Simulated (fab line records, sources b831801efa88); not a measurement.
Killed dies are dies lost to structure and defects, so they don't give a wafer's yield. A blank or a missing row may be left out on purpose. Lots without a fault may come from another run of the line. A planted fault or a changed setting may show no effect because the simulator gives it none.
One fault seen from 2 desks | flow gf180mcu | each desk has only its own numbers; what lay behind them comes last

THE TOOL OWNER'S DESK: implanter-01
The tool's own readings at GF_NSD_IMPLANT_09: means of the sampled wafers that have a number, for each lot that ran on this tool. A lot is out of limits, marked OUT, if its mean lies more than 4 standard deviations from the usual mean; the brackets give that distance.
Columns: A = beam_energy_keV at GF_NSD_IMPLANT_09, usual 60.000; B = end_station_pressure_torr at GF_NSD_IMPLANT_09, usual 1.28e-05 Torr
lot  | first seen here | A                        | B
L684 | day 13 12:20    | 60.010                   | 1.11e-05
L686 | day 14 05:37    | 59.984                   | 1.15e-05
L702 | day 19 23:36    | 63.944 (+99 or more) OUT | 1.16e-05
L703 | day 20 08:29    | 63.967 (+99 or more) OUT | 1.24e-05
This desk's finding: out of limits on L702, L703; first on L702, day 19 23:36 (beam_energy_keV at GF_NSD_IMPLANT_09). In limits: L684, L686.

THE METROLOGY DESK
What the gauges read, lot by lot, whatever tool the lot ran on: means of the sampled wafers that have a number. A lot is out of limits, marked OUT, if its mean lies more than 4 standard deviations from the usual mean; the brackets give that distance.
Columns: A = NWELL_RS at GF_VT_IMPLANT_RS_MEAS_47, usual 487.8 ohm/sq; B = HV_LDD_2_TW at GF_HV_LDD_TW_MEAS_23, usual 1055; C = NSD_RS at GF_PSD_RS_MEAS_14, usual 46.14 ohm/sq
lot  | first seen here | A     | B    | C
L683 | day 7 12:11     | 487.6 | 1047 | 46.11
L684 | day 7 19:43     | 489.6 | 1065 | 46.16
L686 | day 8 08:53     | 486.8 | 1054 | 46.25
L687 | day 8 15:53     | 484.6 | 1062 | 46.16
L691 | day 9 21:09     | 487.9 | 1055 | 46.11
L692 | day 10 02:01    | 487.8 | 1049 | 46.13
L693 | day 10 16:38    | 486.8 | 1054 | 46.21
L695 | day 10 23:40    | 487.4 | 1057 | 46.17
L702 | day 12 20:27    | 487.9 | 1046 | 44.90 (-15) OUT
L703 | day 13 05:36    | 487.3 | 1048 | 44.83 (-16) OUT
L706 | day 14 05:23    | 487.4 | 1063 | 46.13
This desk's finding: out of limits on L702, L703; first on L702, day 21 00:37 (NSD_RS at GF_PSD_RS_MEAS_14). In limits: L683, L684, L686, L687, L691, L692, L693, L695, L706.

PUT TOGETHER
The tool owner's desk could have raised an alarm at day 19 23:36, on L702, L703.
The metrology desk could have raised an alarm at day 21 00:37, on L702, L703.
Of the lots named, all ran GF_NSD_IMPLANT_09 on implanter-01.

WHAT THE SIMULATOR HAD PUT IN
Process parameter drift: implanter-01, from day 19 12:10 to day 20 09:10, at GF_NSD_IMPLANT_09. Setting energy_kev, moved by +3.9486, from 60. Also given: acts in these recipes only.
Lots struck among those shown: L702, L703.
Hours from the fault's start to each desk's first reading out of limits: the tool owner's desk, 11; the metrology desk, 36.
